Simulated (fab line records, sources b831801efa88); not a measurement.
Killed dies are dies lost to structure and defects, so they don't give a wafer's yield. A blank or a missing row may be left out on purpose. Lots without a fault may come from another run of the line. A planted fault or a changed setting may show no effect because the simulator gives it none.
fab line records | flow sky130
record lots=15 wafers=45 last_day=50
route steps=708 shown LI_CONTACT@371
lots that met no fault: from a run of the same line without faults
start_h: hours from the record's first day to the start of the lot's first wafer shown | wait_h: hours since the lot's step before | " the same as in the row above | L1.1+2: a row that stands for several wafers | - no value, or no start given | * or withheld: withheld | < > ~ a bound
route shown NAME@n: a module of which the file shows steps, and the number in the route of the first | usual: mean/standard deviation of fault-free wafers | same: alike in all rows | chamber/n: place in a boat | sites: the reading at each site | _std_site: their standard deviation | _edge_site: outer sites' mean less inner sites' | radius_mm: how far each site lies from the wafer's centre | mask NAME#n: copy n | behind: the tool/chamber that last shaped the wafer | hold: why the lot was held/for how many hours/how that ended | device: the transistor (n, p or np) that didn't switch | end of line: the same wafers' tests at the end of the route | a step without rows: its recipe alone | killed: dies lost to structure and defects at the first sort, not the wafer's yield | map: a wafer's dies, x killed, . not, _ none there
set.NAME: the setting as run; set.NAME@STEP: as run at that earlier step | model.NAME: the simulator's own value behind a step, which no gauge read
steps of the route over a sample of lots; a table a step, a row a wafer
services: from which hour (start_h, from the record's first day; less than 0 if before it) a tool's chamber was out of use, for how many hours, and why
## steps
# step SKY_LI_CONTACT_EXPOSE_09
# recipe mask_id=LICM1 na=0.8 source_shape=annular sigma_inner=0.55 sigma_outer=0.85 target_cd_nm=170 dose_mj=38
# usual exposure_dose_mJ_cm2=38.00/0.041 focus_offset_nm=-0.1/0.46
# columns lot.wafer tool chamber start_h wait_h mask exposure_dose_mJ_cm2 focus_offset_nm
L860.4 krf_scanner-02 0 647.09 - LICM1#0 38.07 0.2
L860.5 " 0 " " LICM1#0 38.02 -0.4
L860.6 " 0 " " LICM1#0 38.01 -0.3
L861.3 krf_scanner-01 0 655.74 - LICM1#0 38.00 -0.8
L861.4 " 0 " " LICM1#0 38.05 0.3
L861.5 " 0 " " LICM1#0 38.02 -1.3
L863.3 krf_scanner-01 0 676.86 - LICM1#0 37.97 -0.3
L863.4 " 0 " " LICM1#0 38.00 -0.8
L863.6 " 0 " " LICM1#0 38.08 -0.2
L864.2 krf_scanner-01 0 685.72 - LICM1#0 37.98 -0.7
L864.4 " 0 " " LICM1#0 38.06 0.1
L864.6 " 0 " " LICM1#0 38.05 -0.6
L867.4 krf_scanner-01 0 711.16 - LICM1#0 38.00 -0.2
L867.5 " 0 " " LICM1#0 37.96 -0.9
L867.6 " 0 " " LICM1#0 37.94 -0.6
L870.3 krf_scanner-01 0 758.77 - LICM1#0 38.03 -0.4
L870.4 " 0 " " LICM1#0 38.04 0.0
L870.5 " 0 " " LICM1#0 38.08 0.1
L871.1 krf_scanner-01 0 763.02 - LICM1#0 37.98 0.1
L871.4 " 0 " " LICM1#0 37.99 -0.3
L871.5 " 0 " " LICM1#0 38.02 0.3
L872.1 krf_scanner-01 0 765.10 - LICM1#0 37.99 -0.4
L872.4 " 0 " " LICM1#0 37.98 -0.6
L872.5 " 0 " " LICM1#0 37.98 -0.2
L873.4 krf_scanner-01 0 768.69 - LICM1#0 38.02 -0.8
L873.5 " 0 " " LICM1#0 37.98 -0.4
L873.6 " 0 " " LICM1#0 37.99 0.1
L874.2 krf_scanner-01 0 775.25 - LICM1#0 37.94 0.2
L874.3 " 0 " " LICM1#0 37.94 -0.2
L874.5 " 0 " " LICM1#0 37.96 -0.2
L875.1 krf_scanner-02 - 784.50 - LICM1#0 - -
L875.5 " - " " LICM1#0 - -
L875.6 " - " " LICM1#0 - -
L876.1 krf_scanner-01 - 794.16 - LICM1#0 - -
L876.2 " - " " LICM1#0 - -
L876.4 " - " " LICM1#0 - -
L877.1 krf_scanner-02 - 801.51 - LICM1#0 - -
L877.4 " - " " LICM1#0 - -
L877.6 " - " " LICM1#0 - -
L882.2 krf_scanner-01 0 832.04 - LICM1#0 38.03 0.0
L882.4 " 0 " " LICM1#0 38.02 0.5
L882.6 " 0 " " LICM1#0 37.98 0.3
L883.1 krf_scanner-01 0 834.45 - LICM1#0 38.04 -0.1
L883.4 " 0 " " LICM1#0 38.00 -0.1
L883.6 " 0 " " LICM1#0 38.07 -0.1
## services
# columns tool chamber start_h hours kind
krf_scanner-02 - 630.31 1.3 pm
krf_scanner-01 - 632.15 1.0 pm
krf_scanner-01 - 658.84 1.3 pm
krf_scanner-02 - 671.89 2.2 repair
krf_scanner-01 - 696.42 0.8 pm
krf_scanner-02 - 736.83 36.0 pm
krf_scanner-02 - 772.83 0.8 pm
krf_scanner-02 - 773.58 1.0 pm
krf_scanner-01 - 801.05 1.0 pm
krf_scanner-02 - 806.21 1.3 pm
krf_scanner-01 - 807.51 0.8 pm
## key
first_sign step=SKY_LI_CONTACT_EXPOSE_09 reading=tool_record direction=missing
effect none on later readings
met_at SKY_LI_CONTACT_EXPOSE_09
struck_lots L875,L876,L877
later_rows_left_out L875.1,L875.5,L875.6,L876.1,L876.2,L876.4,L877.1,L877.4,L877.6
sort_left_out L875.1,L875.5,L875.6,L876.1,L876.2,L876.4,L877.1,L877.4,L877.6
tester_left_out L875,L876,L877
onset_between 775.25 784.50
fault kind=skipped_step_whole tool=krf_scanner-01,krf_scanner-02 chamber=- onset_h=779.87 steps=SKY_LI_CONTACT_EXPOSE_09 scope=struck_lots_only
# tester_left_out: of these lots the tester's yield and bins aren't shown, on N5 and GAA mostly nor the transistor test; their killed dies are dies lost to structure and defects alone, not to doping, threshold or leakage, so they don't give the yield
# sort_left_out: the simulated sort isn't trusted on such a fault, so these wafers' sort isn't shown, and their yield isn't known
# later_rows_left_out: the simulator's readings of these wafers behind a module that went badly wrong aren't trusted and aren't shown, but for the sort
